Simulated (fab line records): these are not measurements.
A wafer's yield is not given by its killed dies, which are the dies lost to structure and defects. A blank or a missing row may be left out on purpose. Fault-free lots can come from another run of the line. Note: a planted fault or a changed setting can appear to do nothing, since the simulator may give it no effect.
fab line records | flow sfq_line
record: lots: 14 wafers: 42 last_day: 86
route steps=325 shown M3@130
lots that met no fault: taken from a fault-free run of the same line
start_h: start of the lot's first displayed wafer, in hours after the record's first day | wait_h: hours elapsed since this lot's preceding step | " same as the row above | L1.1+2: one row covering several wafers at once | - value missing, or start not given | * or withheld: withheld | < > ~ a bound
route shown NAME@n: names a module that has steps shown in the file, with the first one's number in the route | usual: average and standard deviation across the fault-free wafers | same: alike in all rows | chamber/n: place in a boat | sites: per-site readings | _std_site: how widely they spread, as a standard deviation | _edge_site: mean of outer sites minus mean of inner sites | radius_mm: for every site, how far away it sits from the centre of the wafer | mask NAME#n: copy n | behind: the last tool/chamber to shape the wafer | hold: why the lot went on hold/how many hours it stayed there/how the hold came to an end | device: transistor that didn't switch, given as n, p or np | end of line: the same wafers' tests at the end of the route | for a step that has no rows: nothing shown but its recipe | killed: dies that structure and defects cost at the first sort, which is not the same as the wafer's yield | map: per-die view of a wafer (x killed, . not killed, _ where there is no die)
set.NAME: the setting the step ran with; set.NAME@STEP: the setting that earlier step ran with | model.NAME: the simulator's own value behind a step, which no gauge read
one table for each step of the route and one row for each wafer, over a sample of lots
services: the hour from which a tool's chamber was out of use, counted from the record's first day as start_h (under 0 if before that day), plus the number of hours and why
== steps ==
step: SFQ_TRILAYER_M3_ETCH_METAL_ETCH_078
recipe: target: Nb stop_on: SiO2 mask_material: PR chemistry: Cl2/Ar target_depth_nm: 240 icp_w: 600 bias_w: 80 pressure_mtorr: 10 time_s: 120
usual: bias_w: 79.99/0.26 drypump_motor_current_A: 5.8/0.38 oes_product_au: 0.896/0.0079
columns lot.wafer tool chamber start_h wait_h bias_w drypump_motor_current_A oes_product_au rf_hours_counter_h
L340.1 rie_metal-02 0 947.68 0.0 80.11 5.4 0.896 13
L340.2 " 1 " " 79.74 6.2 0.907 33
L340.3 " 1 " " 79.96 6.2 0.905 -
L342.1 rie_metal-04 0 953.68 0.0 80.33 5.7 0.912 70
L342.2 " 1 " " 80.27 5.6 0.910 125
L342.4 " 0 " " 79.95 5.7 0.917 -
L343.1 rie_metal-03 1 956.08 0.0 79.98 6.6 0.896 41
L343.3 " 0 " " 80.62 6.2 0.894 -
L343.6 " 0 " " 80.44 6.2 0.892 -
L346.1 rie_metal-02 0 963.28 0.0 79.76 5.4 0.905 16
L346.3 " 0 " " 79.75 5.4 0.899 -
L346.5 " 0 " " 79.98 5.5 0.893 -
L347.1 rie_metal-04 0 964.48 0.0 80.33 5.7 0.892 72
L347.4 " 0 " " 80.00 5.7 0.888 -
L347.6 " 1 " " 79.88 5.5 0.881 -
L351.2 rie_metal-02 1 1017.08 0.0 76.72 6.2 0.900 44
L351.3 " 1 " " 76.55 6.2 0.881 -
L351.4 " 0 " " 77.06 5.5 0.889 -
L352.2 rie_metal-04 0 1018.28 0.0 79.77 5.7 0.895 83
L352.3 " 0 " " 79.76 5.7 0.897 -
L352.4 " 1 " " 80.29 5.5 0.910 -
L353.2 rie_metal-02 0 1019.48 0.0 77.58 5.4 0.897 25
L353.3 " 1 " " 77.08 6.2 0.900 -
L353.5 " 0 " " 77.30 5.4 0.888 -
L356.2 rie_metal-04 1 1023.08 0.0 80.23 5.6 0.894 3
L356.3 " 0 " " 80.10 5.7 0.895 -
L356.5 " 1 " " 79.98 5.5 0.883 -
L358.1 rie_metal-04 1 1025.48 0.0 79.88 5.6 0.882 3
L358.2 " 0 " " 79.38 5.7 0.886 85
L358.3 " 1 " " 80.02 5.6 0.899 -
L359.3 rie_metal-02 0 1170.52 0.1 79.99 5.4 0.897 -
L359.4 " 1 " " 80.02 6.2 0.882 -
L359.6 " 0 " " 80.20 5.4 0.887 -
L360.1 rie_metal-03 1 1186.08 0.0 80.22 6.5 0.894 82
L360.2 " 0 " " 79.85 6.2 0.909 143
L360.5 " 1 " " 80.10 6.5 0.885 -
L362.2 rie_metal-02 0 1205.06 0.0 80.41 5.4 0.900 53
L362.4 " 1 " " 79.65 6.2 0.886 -
L362.5 " 0 " " 80.14 5.4 0.907 -
L363.2 rie_metal-02 0 1223.11 0.1 79.92 5.4 0.891 55
L363.3 " 0 " " 79.94 5.5 0.894 -
L363.6 " 1 " " 80.07 6.2 0.898 -
== services ==
columns tool chamber start_h hours kind
rie_metal-04 1 980.74 - clean
rie_metal-04 1 980.74 30.2 scheduled_down
rie_metal-04 1 980.74 30.2 vent_cycle
rie_metal-03 0 985.05 1.3 repair
rie_metal-04 - 991.43 1.4 pm
rie_metal-04 - 1098.12 1.1 repair
rie_metal-04 - 1112.83 39.6 repair
rie_metal-02 0 1119.61 12.4 repair
rie_metal-03 0 1186.80 - clean
rie_metal-03 0 1186.80 - consumable_replace:focus_ring
rie_metal-03 0 1186.80 20.1 scheduled_down
rie_metal-03 0 1186.80 20.1 vent_cycle
rie_metal-03 - 1213.56 0.3 repair
rie_metal-02 - 1220.02 2.8 pm
== key ==
first_sign: step: SFQ_TRILAYER_M3_ETCH_METAL_ETCH_078 reading: bias_w direction: down sigmas: 12 usual: 79.99 struck: 77.05
effect none on later readings
met_at SFQ_TRILAYER_M3_ETCH_METAL_ETCH_078
struck_lots L351,L353
onset_between 963.28 1017.08
fault: kind: process_parameter_drift tool: rie_metal-02 chamber: - onset_h: 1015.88 steps: SFQ_TRILAYER_M3_ETCH_METAL_ETCH_078 channel: bias_w offset: -2.8753 shape: step end_h: 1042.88 acts_in: these_recipes_only stated: 80
